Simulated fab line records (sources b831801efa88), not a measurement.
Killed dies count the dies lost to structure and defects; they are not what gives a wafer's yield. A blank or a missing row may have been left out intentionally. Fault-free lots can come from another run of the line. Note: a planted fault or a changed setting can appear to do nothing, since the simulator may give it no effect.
Code-filled problem report in 8D (eight disciplines) form    flow gf180mcu    the parts of the form that need people (team, actions taken, sign-off) are left out

== 1. THE ISSUE ==
At GF_MIM_COAT_14, spin speed rpm averages 3175.8 rpm over 6 wafers from 2 lots, while fault-free wafers read 2999.8 rpm, standard deviation 2.4. Measured from the usual mean, that is +73 standard deviations.
The step: resist thk 1000 nm.
Earliest sighting: wafer L348.2 on litho track-04 at day 28 09:34. Wafers with a number at this step in the record: 33, from 11 lots. Rule for "out", or "out of limits": more than 4 standard deviations from the usual mean. Any other wafer with a number is counted as sound.

== 2. WHAT IT IS, WHAT IT ISN'T ==
question                     is                      is not
which readings at this step  spin speed rpm          resist line temp C
which lots                   L348, L351              L339, L340, L341, L342, L344, L345, L357, L358, L361
which wafers of those lots   all that have a number  -
read on which tools          litho track-04          litho track-02
when                         from day 28 09:34       up to then (18 sound wafers); but 9 sound wafers of L357, L358, L361 came after

== 3. WHAT RULES OUT EACH SUSPECT ==
Counting: a tool at a process step up to the reading stays a suspect if it ran every lot that is out and no sound lot after the first of them.
- pvd sputter-04 at GF_MIM_SPUTTER_04 (material TiN, target thk 50 nm, time 41.7 s): ruled out as a lasting fault. The sound lots L357 went through it after L348, its earliest lot that is out (day 27 23:59).
- pvd sputter-01 at GF_MIM_SPUTTER_09 (material TiN, target thk 35 nm, time 29.2 s): kept. It ran every lot that is out, first L348 (day 28 00:11), and no sound lot after that; its last sound lot up to then is L342 (day 26 02:45).
- litho track-04 at GF_MIM_COAT_14 (resist thk 1000 nm): kept. It ran every lot that is out, first L348 (day 28 09:34), and no sound lot after that; its last sound lot up to then is L345 (day 27 04:07). Its own spin speed rpm readings are out on those wafers.
The count leaves litho track-04 at GF_MIM_COAT_14 and pvd sputter-01 at GF_MIM_SPUTTER_09.

== 4. THE CAUSE (what the simulator had put in) ==
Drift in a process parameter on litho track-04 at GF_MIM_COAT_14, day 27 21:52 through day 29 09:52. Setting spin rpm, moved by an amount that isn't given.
This tool is one of the 2 suspects left after counting.

== 5. SEQUENCE OF EFFECTS, ordered by route ==
One row per reading whose mean, taken over the struck wafers that have a number, lies over 3 standard deviations from the usual. Scope: only readings with a usual standard deviation given in the record; hours: median across lots of the time from each lot's start at the first step in this table that gives one to its start at this step; sigmas: change in usual standard deviations.
hours  step             reading                   usual       on struck wafers  change  sigmas
0      GF_MIM_COAT_14   spin speed rpm            2999.8 rpm  3175.8            +176.0  +73
10     GF_MIM_STRIP_20  strip time to endpoint s  11.17 s     10.83             -0.34   -8.5
The process steps in it:
- GF_MIM_COAT_14: resist thk 1000 nm.
- GF_MIM_STRIP_20: strips in O2/N2.

== 6. WHAT WOULD HAVE CAUGHT IT SOONER ==
In this record the first reading out of limits was taken at day 28 09:34, 12 hours after the fault began at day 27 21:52.
